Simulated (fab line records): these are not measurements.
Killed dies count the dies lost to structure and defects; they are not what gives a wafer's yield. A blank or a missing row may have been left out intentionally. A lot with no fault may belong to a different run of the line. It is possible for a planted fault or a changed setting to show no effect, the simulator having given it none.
fab line records | flow sky130 | part 2 of 2: steps 25 to 25 of 25
[record] lots = 7 | wafers = 21 | last-day = 49
route steps=708 shown VIA1@481 METAL2@483 PAD_OPEN@708
lots that met no fault: from a run of the same line without faults
start-h: hours from the record's opening day to when the first of the lot's shown wafers began | wait-h: time in hours since the lot's previous step | " repeats the value in the row above | L1.1+2: several wafers, shown together as one row | - no value present, or no start provided | * or withheld: withheld | < > ~ a bound
route shown NAME@n: a module of which the file shows steps, and the number in the route of the first | usual: average and standard deviation across the fault-free wafers | same: alike in all rows | chamber/n: place in a boat | sites: each site's reading | _std_site: standard deviation of those values | _edge_site: mean of outer sites minus mean of inner sites | radius-mm: for every site, how far away it sits from the centre of the wafer | mask NAME#n: copy n | behind: tool/chamber where the wafer was last shaped | hold: cause of the lot's hold/its duration in hours/its outcome | device: the n, p or np transistor that did not switch | end of line: tests of these same wafers at the route's end | where a step has no rows: the recipe by itself | killed: not the wafer's yield, but the dies lost to structure and defects at the first sort | map: per-die view of a wafer (x killed, . not killed, _ where there is no die)
set.NAME: setting as actually run; set.NAME@STEP: the setting as run at that earlier step | model.NAME: the simulator's own value behind a step, which no gauge read
lots seen at some steps along the route; tables by step, rows by wafer
services: from which hour (start-h, from the record's first day; less than 0 if before it) a tool's chamber was out of use, for how many hours, and why
[[steps]]
[step SKY_PAD_OPEN_PROBE_99]
[usual] defect-limited-yield = 82.7/1.9 | killed_at_M0_to_M3 = 43/6.8 | killed_at_M4_up = 2.9/1.7 | killed-at-contacts = 24/5.4 | killed-at-front-end = 15/4.8 | killed-at-other = 0.3/0.57 | killed-dies = 85/9.4 | killed-open = 47/7.5 | killed-short = 38/5.7 | sort_bin_3_pad_short = 0.8/0.37 | sort_bin_5_function = 10.2/1.5 | sort_bin_6_memory = 6.2/1.1 | sort-n-pass = 407/9.4 | sort-yield-pct = 82.7/1.9
[same] gross-dies = 492 | killed-at-back-side = 0 | sort_bin_4_leakage[%] = 0 | sort_bin_8_speed[%] = 0
lot.wafer | tool      | chamber | start-h | wait-h | defect-limited-yield[%] | killed_at_M0_to_M3 | killed_at_M4_up | killed-at-contacts | killed-at-front-end | killed-at-other | killed-dies | killed-open | killed-short | sort_bin_3_pad_short[%] | sort_bin_5_function[%] | sort_bin_6_memory[%] | sort-n-pass | sort-yield-pct[%]
L304.2    | prober-01 | -       | 1080.48 | 0.1    | 80.9                    | 41                 | 4               | 33                 | 13                  | 3               | 94          | 55          | 39           | 1.2                     | 12.4                   | 5.5                  | 398         | 80.9
L304.5    | prober-01 | -       | 1080.63 | 0.2    | 80.7                    | 45                 | 7               | 22                 | 21                  | 0               | 95          | 53          | 42           | 1.4                     | 12.0                   | 5.9                  | 397         | 80.7
L304.6    | prober-01 | -       | 1080.68 | 0.2    | 82.3                    | 44                 | 3               | 21                 | 19                  | 0               | 87          | 49          | 38           | 0.4                     | 8.5                    | 8.7                  | 405         | 82.3
L308.1    | prober-02 | -       | 1111.90 | 0.1    | 84.3                    | 35                 | 5               | 28                 | 9                   | 0               | 77          | 44          | 33           | 0.4                     | 9.6                    | 5.7                  | 415         | 84.3
L308.2    | prober-02 | -       | 1111.95 | 0.1    | 80.1                    | 43                 | 5               | 32                 | 18                  | 0               | 98          | 56          | 42           | 1.2                     | 11.6                   | 7.1                  | 394         | 80.1
L308.5    | prober-02 | -       | 1112.10 | 0.2    | 83.1                    | 47                 | 1               | 22                 | 13                  | 0               | 83          | 51          | 32           | 1.6                     | 8.5                    | 6.7                  | 409         | 83.1
L307.1    | prober-01 | -       | 1113.81 | 0.1    | 82.1                    | 48                 | 3               | 29                 | 8                   | 0               | 88          | 47          | 41           | 0.8                     | 11.6                   | 5.5                  | 404         | 82.1
L307.2    | prober-01 | -       | 1113.86 | 0.1    | 83.3                    | 43                 | 4               | 27                 | 8                   | 0               | 82          | 43          | 39           | 1.2                     | 10.0                   | 5.5                  | 410         | 83.3
L307.3    | prober-01 | -       | 1113.91 | 0.2    | 80.7                    | 54                 | 2               | 22                 | 17                  | 0               | 95          | 50          | 45           | 1.0                     | 10.6                   | 7.7                  | 397         | 80.7
L309.1    | prober-02 | -       | 1118.07 | 0.1    | 83.7                    | 32                 | 3               | 27                 | 18                  | 0               | 80          | 40          | 40           | 0.6                     | 10.2                   | 5.5                  | 412         | 83.7
L309.4    | prober-02 | -       | 1118.22 | 0.2    | 82.9                    | 48                 | 2               | 18                 | 16                  | 0               | 84          | 53          | 31           | 0.6                     | 10.0                   | 6.5                  | 408         | 82.9
L309.6    | prober-02 | -       | 1118.32 | 0.2    | 84.1                    | 47                 | 5               | 13                 | 13                  | 0               | 78          | 46          | 32           | 0.6                     | 10.0                   | 5.3                  | 414         | 84.1
L320.1    | prober-01 | -       | 1171.36 | 0.1    | 86.6                    | 31                 | 1               | 18                 | 16                  | 0               | 66          | 37          | 29           | 0.4                     | 8.7                    | 4.3                  | 426         | 86.6
L320.2    | prober-01 | -       | 1171.41 | 0.1    | 81.3                    | 36                 | 4               | 34                 | 18                  | 0               | 92          | 47          | 45           | 0.8                     | 11.6                   | 6.3                  | 400         | 81.3
L320.3    | prober-01 | -       | 1171.46 | 0.2    | 82.5                    | 48                 | 5               | 16                 | 17                  | 0               | 86          | 37          | 49           | 0.6                     | 9.1                    | 7.7                  | 406         | 82.5
L322.1    | prober-01 | -       | 1182.07 | 0.1    | 80.5                    | 50                 | 2               | 28                 | 16                  | 0               | 96          | 52          | 44           | 0.4                     | 11.8                   | 7.3                  | 396         | 80.5
L322.5    | prober-01 | -       | 1182.27 | 0.2    | 81.1                    | 48                 | 1               | 23                 | 21                  | 0               | 93          | 56          | 37           | 1.4                     | 11.4                   | 6.1                  | 399         | 81.1
L322.6    | prober-01 | -       | 1182.32 | 0.2    | 82.9                    | 44                 | 2               | 24                 | 14                  | 0               | 84          | 45          | 39           | 0.6                     | 11.6                   | 4.9                  | 408         | 82.9
L324.3    | prober-01 | -       | 1184.68 | 0.2    | 82.9                    | 41                 | 4               | 21                 | 18                  | 0               | 84          | 47          | 37           | 1.0                     | 10.2                   | 5.9                  | 408         | 82.9
L324.5    | prober-01 | -       | 1184.78 | 0.2    | 79.9                    | 46                 | 5               | 22                 | 24                  | 2               | 99          | 56          | 43           | 0.2                     | 13.0                   | 6.9                  | 393         | 79.9
L324.6    | prober-01 | -       | 1184.83 | 0.2    | 81.7                    | 43                 | 3               | 24                 | 20                  | 0               | 90          | 56          | 34           | 0.4                     | 10.8                   | 7.1                  | 402         | 81.7
// killed by level:class
L304.2 CONTACT:geometric-particle:open=13 VIA1:geometric-particle:open=10 VIA3:geometric-particle:open=9 LI_CONTACT:geometric-particle:open=8 VIA2:geometric-particle:open=8 CONTACT:geometric-particle:short=7 FIELD_ISO:geometric-particle:short=4 POLY_GATE:geometric-particle:short=4
L304.5 CONTACT:geometric-particle:open=9 VIA2:geometric-particle:open=9 VIA1:geometric-particle:short=7 METAL4:geometric-particle:short=7 VIA3:geometric-particle:open=7 POLY_GATE:geometric-particle:open=6 LI_CONTACT:geometric-particle:open=6 METAL1:geometric-particle:short=5
L304.6 VIA3:geometric-particle:open=10 METAL1:geometric-particle:short=8 POLY_GATE:geometric-particle:open=7 VIA1:geometric-particle:open=7 CONTACT:geometric-particle:open=6 LI_CONTACT:geometric-particle:open=5 FIELD_ISO:geometric-particle:open=4 POLY_GATE:geometric-particle:short=4
L308.1 CONTACT:geometric-particle:open=12 CONTACT:geometric-particle:short=7 VIA2:geometric-particle:open=7 VIA3:geometric-particle:open=7 METAL1:geometric-particle:short=5 VIA1:geometric-particle:open=5 FIELD_ISO:geometric-particle:short=3 POLY_GATE:geometric-particle:open=3
L308.2 CONTACT:geometric-particle:open=11 VIA1:geometric-particle:open=11 VIA3:geometric-particle:open=10 VIA1:geometric-particle:short=8 LI_CONTACT:geometric-particle:open=6 CONTACT:geometric-particle:short=6 FIELD_ISO:geometric-particle:open=5 FIELD_ISO:geometric-particle:short=5
L308.5 VIA1:geometric-particle:open=11 VIA3:geometric-particle:open=10 CONTACT:geometric-particle:open=8 LI_CONTACT:geometric-particle:open=5 METAL1:geometric-particle:short=5 METAL1:geometric-particle:open=4 METAL2:geometric-particle:short=4 VIA2:geometric-particle:open=4
L307.1 VIA2:geometric-particle:open=11 LI_CONTACT:geometric-particle:open=9 VIA1:geometric-particle:open=9 VIA1:geometric-particle:short=8 CONTACT:geometric-particle:short=8 CONTACT:geometric-particle:open=7 METAL1:geometric-particle:short=5 METAL2:geometric-particle:short=5
L307.2 VIA1:geometric-particle:open=13 CONTACT:geometric-particle:open=8 LI_CONTACT:geometric-particle:open=7 LOCAL_INTERCONNECT:geometric-particle:short=6 VIA3:geometric-particle:open=6 VIA1:geometric-particle:short=5 VIA3:geometric-particle:short=5 CONTACT:geometric-particle:short=4
L307.3 VIA3:geometric-particle:open=11 VIA1:geometric-particle:open=10 VIA2:geometric-particle:open=7 METAL1:geometric-particle:short=7 POLY_GATE:geometric-particle:short=6 CONTACT:geometric-particle:open=6 VIA1:geometric-particle:short=6 LI_CONTACT:geometric-particle:open=5
L309.1 CONTACT:geometric-particle:open=8 LOCAL_INTERCONNECT:geometric-particle:short=7 VIA2:geometric-particle:open=7 VIA3:geometric-particle:open=7 FIELD_ISO:geometric-particle:short=6 LI_CONTACT:geometric-particle:open=6 POLY_GATE:geometric-particle:open=5 POLY_GATE:geometric-particle:short=4
L309.4 VIA1:geometric-particle:open=19 LI_CONTACT:geometric-particle:open=7 CONTACT:geometric-particle:open=7 VIA2:geometric-particle:open=7 METAL1:geometric-particle:short=6 VIA2:geometric-particle:short=5 FIELD_ISO:geometric-particle:short=4 POLY_GATE:geometric-particle:open=4
L309.6 VIA1:geometric-particle:open=14 CONTACT:geometric-particle:open=8 METAL1:geometric-particle:short=6 METAL2:geometric-particle:short=5 VIA2:geometric-particle:open=5 VIA1:geometric-particle:short=4 METAL4:geometric-particle:short=4 FIELD_ISO:geometric-particle:open=3
L320.1 CONTACT:geometric-particle:open=7 VIA1:geometric-particle:open=7 VIA2:geometric-particle:open=5 FIELD_ISO:geometric-particle:open=4 LI_CONTACT:geometric-particle:open=4 CONTACT:geometric-particle:short=4 VIA2:geometric-particle:short=4 FIELD_ISO:geometric-particle:short=3
L320.2 CONTACT:geometric-particle:short=10 CONTACT:geometric-particle:open=10 LI_CONTACT:geometric-particle:open=7 VIA1:geometric-particle:open=6 FIELD_ISO:geometric-particle:short=5 FIELD_ISO:geometric-particle:open=5 METAL1:geometric-particle:short=5 VIA3:geometric-particle:open=5
L320.3 METAL2:geometric-particle:short=11 VIA2:geometric-particle:short=8 CONTACT:geometric-particle:open=7 VIA1:geometric-particle:open=6 FIELD_ISO:geometric-particle:short=5 POLY_GATE:geometric-particle:short=4 VIA2:geometric-particle:open=4 LI_CONTACT:geometric-particle:open=4
L322.1 VIA1:geometric-particle:open=13 METAL1:geometric-particle:short=10 CONTACT:geometric-particle:open=9 FIELD_ISO:geometric-particle:open=8 LOCAL_INTERCONNECT:geometric-particle:short=7 METAL2:geometric-particle:short=7 VIA2:geometric-particle:open=7 LI_CONTACT:geometric-particle:open=4
L322.5 VIA1:geometric-particle:open=11 LI_CONTACT:geometric-particle:open=10 METAL2:geometric-particle:short=8 CONTACT:geometric-particle:open=7 FIELD_ISO:geometric-particle:open=6 VIA3:geometric-particle:short=6 POLY_GATE:geometric-particle:open=6 METAL1:geometric-particle:short=6
L322.6 VIA1:geometric-particle:open=11 CONTACT:geometric-particle:open=10 VIA1:geometric-particle:short=6 METAL2:geometric-particle:short=5 CONTACT:geometric-particle:short=5 VIA3:geometric-particle:open=5 POLY_GATE:geometric-particle:short=4 LI_CONTACT:geometric-particle:open=4
L324.3 VIA1:geometric-particle:open=11 FIELD_ISO:geometric-particle:open=8 CONTACT:geometric-particle:open=8 VIA2:geometric-particle:open=7 FIELD_ISO:geometric-particle:short=6 METAL2:geometric-particle:short=6 LI_CONTACT:geometric-particle:open=5 METAL1:geometric-particle:short=5
L324.5 VIA3:geometric-particle:open=9 VIA1:geometric-particle:open=9 METAL2:geometric-particle:short=7 CONTACT:geometric-particle:open=7 LI_CONTACT:geometric-particle:open=6 FIELD_ISO:geometric-particle:short=5 CONTACT:geometric-particle:short=5 METAL1:geometric-particle:short=5
L324.6 VIA1:geometric-particle:open=10 LI_CONTACT:geometric-particle:open=9 FIELD_ISO:geometric-particle:open=8 CONTACT:geometric-particle:open=7 VIA3:geometric-particle:open=7 METAL2:geometric-particle:short=6 FIELD_ISO:geometric-particle:short=5 VIA1:geometric-particle:short=5
[[services]]
tool            | chamber | start-h | hours | kind
pvd-sputter-01  | 1       | 792.44  | -     | consumable-replace:kit
pvd-sputter-01  | 1       | 792.44  | 18.0  | scheduled-down
pvd-sputter-01  | 1       | 792.44  | 18.0  | vent-cycle
rie-metal-04    | 1       | 853.84  | -     | clean
rie-metal-04    | 1       | 853.84  | 27.2  | scheduled-down
rie-metal-04    | 1       | 853.84  | 27.2  | vent-cycle
plasma-asher-01 | -       | 868.07  | 1.5   | repair
pvd-sputter-04  | -       | 869.55  | 6.5   | repair
pvd-sputter-01  | -       | 876.32  | 5.7   | repair
rie-metal-04    | -       | 878.12  | 0.5   | repair
rie-metal-02    | 1       | 884.07  | -     | clean
plasma-asher-01 | -       | 885.54  | 10.4  | repair
pvd-sputter-04  | 2       | 906.91  | -     | consumable-replace:kit
pvd-sputter-04  | 2       | 906.91  | 18.0  | scheduled-down
pvd-sputter-04  | 2       | 906.91  | 18.0  | vent-cycle
plasma-asher-01 | -       | 909.22  | 1.1   | repair
plasma-asher-04 | -       | 916.56  | 0.7   | repair
pvd-sputter-04  | -       | 931.35  | 1.4   | repair
pvd-sputter-01  | 0       | 934.93  | -     | consumable-replace:kit
pvd-sputter-01  | 0       | 934.93  | 18.0  | scheduled-down
pvd-sputter-01  | 0       | 934.93  | 18.0  | vent-cycle
plasma-asher-04 | -       | 936.03  | 3.9   | repair
plasma-asher-04 | -       | 960.05  | 0.6   | repair
plasma-asher-01 | -       | 965.74  | 7.1   | repair
